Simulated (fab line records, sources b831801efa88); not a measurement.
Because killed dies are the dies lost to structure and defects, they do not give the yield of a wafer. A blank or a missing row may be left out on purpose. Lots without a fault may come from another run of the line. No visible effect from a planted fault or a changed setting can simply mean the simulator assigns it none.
Which tool is to blame? :: flow gf180mcu :: 13 lots with 39 wafers sampled at 3 steps, on a route of 602 steps

## WHAT THE GAUGES SHOWED, per wafer
GF_PSD_RS_MEAS_14: the measuring method here is four-point-probe. Usual: NSD_RS 46.15 ohm/sq, standard deviation 0.1.
lot: L220
measured: day 14 10:16
on: filmMetro-02
NSD_RS (ohm/sq): 46.18 46.09 46.24
flag: 

lot: L223
measured: day 15 09:07
on: filmMetro-02
NSD_RS (ohm/sq): 46.12 46.08 46.12
flag: 

lot: L224
measured: day 15 16:14
on: filmMetro-02
NSD_RS (ohm/sq): 46.08 46.13 46.16
flag: 

lot: L225
measured: day 15 23:52
on: filmMetro-02
NSD_RS (ohm/sq): 46.21 46.09 46.13
flag: 

lot: L226
measured: day 16 14:41
on: filmMetro-02
NSD_RS (ohm/sq): 46.13 46.13 46.15
flag: 

lot: L229
measured: day 17 15:21
on: filmMetro-02
NSD_RS (ohm/sq): 46.08 46.15 46.19
flag: 

lot: L230
measured: day 17 23:22
on: filmMetro-02
NSD_RS (ohm/sq): 46.67 46.66 46.72
flag: OFF

lot: L231
measured: day 18 02:31
on: filmMetro-02
NSD_RS (ohm/sq): 46.10 46.02 46.11
flag: 

lot: L232
measured: day 18 11:31
on: filmMetro-03
NSD_RS (ohm/sq): 46.66 46.88 46.84
flag: OFF

lot: L239
measured: day 21 01:04
on: filmMetro-02
NSD_RS (ohm/sq): 46.31 46.34 46.38
flag: 

lot: L240
measured: day 21 16:10
on: filmMetro-02
NSD_RS (ohm/sq): 46.19 46.04 46.09
flag: 

lot: L241
measured: day 21 16:31
on: filmMetro-03
NSD_RS (ohm/sq): 46.14 45.98 45.98
flag: 

lot: L242
measured: day 22 03:38
on: filmMetro-04
NSD_RS (ohm/sq): 46.18 46.18 46.18
flag: 

GF_CONTACT_THK_MEAS_01. Usual: CONTACT_CVD_00_THK 303 nm, standard deviation 4.4.
lot: L220
measured: day 15 08:20
on: filmMetro-03
CONTACT_CVD_00_THK (nm): 301 306 307
flag: 

lot: L223
measured: day 16 08:11
on: filmMetro-01
CONTACT_CVD_00_THK (nm): 310 315 311
flag: 

lot: L224
measured: day 16 14:24
on: filmMetro-01
CONTACT_CVD_00_THK (nm): 309 302 301
flag: 

lot: L225
measured: day 16 23:13
on: filmMetro-03
CONTACT_CVD_00_THK (nm): 308 307 299
flag: 

lot: L226
measured: day 17 15:42
on: filmMetro-03
CONTACT_CVD_00_THK (nm): 299 297 292
flag: 

lot: L229
measured: day 18 15:38
on: filmMetro-03
CONTACT_CVD_00_THK (nm): 305 305 311
flag: 

lot: L230
measured: day 19 00:02
on: filmMetro-04
CONTACT_CVD_00_THK (nm): 302 305 309
flag: 

lot: L231
measured: day 19 04:11
on: filmMetro-03
CONTACT_CVD_00_THK (nm): 305 298 305
flag: 

lot: L232
measured: day 19 12:27
on: filmMetro-03
CONTACT_CVD_00_THK (nm): 302 307 306
flag: 

lot: L239
measured: day 22 02:02
on: filmMetro-01
CONTACT_CVD_00_THK (nm): 305 301 304
flag: 

lot: L240
measured: day 22 16:56
on: filmMetro-04
CONTACT_CVD_00_THK (nm): 301 301 302
flag: 

lot: L241
measured: day 22 17:19
on: filmMetro-04
CONTACT_CVD_00_THK (nm): 303 296 310
flag: 

lot: L242
measured: day 23 03:30
on: filmMetro-01
CONTACT_CVD_00_THK (nm): 291 307 295
flag: 

## TOOL THAT RAN EACH LOT (tool first, then ch and the chambers of the sampled wafers, then the start)
lot: L220
GF_NSD_IMPLANT_10: implanter-02 ch 0, day 13 12:44

lot: L223
GF_NSD_IMPLANT_10: implanter-04 ch 0, day 14 10:59

lot: L224
GF_NSD_IMPLANT_10: implanter-04 ch 0, day 14 17:43

lot: L225
GF_NSD_IMPLANT_10: implanter-01 ch 0, day 15 01:47

lot: L226
GF_NSD_IMPLANT_10: implanter-01 ch 0, day 15 17:11

lot: L229
GF_NSD_IMPLANT_10: implanter-04 ch 0, day 16 14:44

lot: L230
GF_NSD_IMPLANT_10: implanter-04 ch 0, day 16 23:49

lot: L231
GF_NSD_IMPLANT_10: implanter-01 ch 0, day 17 02:40

lot: L232
GF_NSD_IMPLANT_10: implanter-04 ch 0, day 17 11:13

lot: L239
GF_NSD_IMPLANT_10: implanter-04 ch 0, day 20 00:26

lot: L240
GF_NSD_IMPLANT_10: implanter-02 ch 0, day 20 15:36

lot: L241
GF_NSD_IMPLANT_10: implanter-04 ch 0, day 20 16:07

lot: L242
GF_NSD_IMPLANT_10: implanter-01 ch 0, day 21 03:18
- GF_NSD_IMPLANT_10

## AS READ BY THE TOOLS THEMSELVES (means over the sampled wafers that have a number; for cases with no such wafer, the mark the record gives instead)
GF_NSD_IMPLANT_10. Usual: doseIonsCm2 5e+14, standard deviation 5.8e+11; faradayCurrentUA 2788, standard deviation 55.
lot: L220
tool: implanter-02
doseIonsCm2: 5e+14
faradayCurrentUA: 2798
flag: 

lot: L223
tool: implanter-04
doseIonsCm2: 5e+14
faradayCurrentUA: 2812
flag: 

lot: L224
tool: implanter-04
doseIonsCm2: 5e+14
faradayCurrentUA: 2754
flag: 

lot: L225
tool: implanter-01
doseIonsCm2: 5e+14
faradayCurrentUA: 2719
flag: 

lot: L226
tool: implanter-01
doseIonsCm2: 5e+14
faradayCurrentUA: 2725
flag: 

lot: L229
tool: implanter-04
doseIonsCm2: 5e+14
faradayCurrentUA: 2778
flag: 

lot: L230
tool: implanter-04
doseIonsCm2: 4e+14
faradayCurrentUA: 2547
flag: OFF

lot: L231
tool: implanter-01
doseIonsCm2: 5e+14
faradayCurrentUA: 2789
flag: 

lot: L232
tool: implanter-04
doseIonsCm2: 4e+14
faradayCurrentUA: 2519
flag: OFF

lot: L239
tool: implanter-04
doseIonsCm2: 5e+14
faradayCurrentUA: 2798
flag: 

lot: L240
tool: implanter-02
doseIonsCm2: 5e+14
faradayCurrentUA: 2770
flag: 

lot: L241
tool: implanter-04
doseIonsCm2: 5e+14
faradayCurrentUA: 2821
flag: 

lot: L242
tool: implanter-01
doseIonsCm2: 5e+14
faradayCurrentUA: 2804
flag: 

## THE ANSWER, worked out from the rows above alone
Rule: a lot counts as off when the mean over its wafers that have a number is more than 3 standard deviations away from the usual mean. A lot without any number at a reading at which 4 lots or more have one is off too. Where the step has rows for the other lots, those lots are counted as sound. Order of review: gauges by route order, followed by the tools' own readings, for which a lot's mean as printed above is used. At the first step where some lot is off, the reading lying furthest off is the one used; lots without a number count as furthest.
Off: L230, L232, seen at GF_PSD_RS_MEAS_14 (NSD_RS).
A tool fits if, at a process step before that reading, it ran every lot that is off, and no sound lot after the first of them. The gauges at GF_PSD_RS_MEAS_14 aren't tried: what is off there is off at GF_NSD_IMPLANT_10 too, on other tools, and a gauge's error can't cause that. No candidate that was tried fits.

## WHAT THE SIMULATOR HAD INSERTED
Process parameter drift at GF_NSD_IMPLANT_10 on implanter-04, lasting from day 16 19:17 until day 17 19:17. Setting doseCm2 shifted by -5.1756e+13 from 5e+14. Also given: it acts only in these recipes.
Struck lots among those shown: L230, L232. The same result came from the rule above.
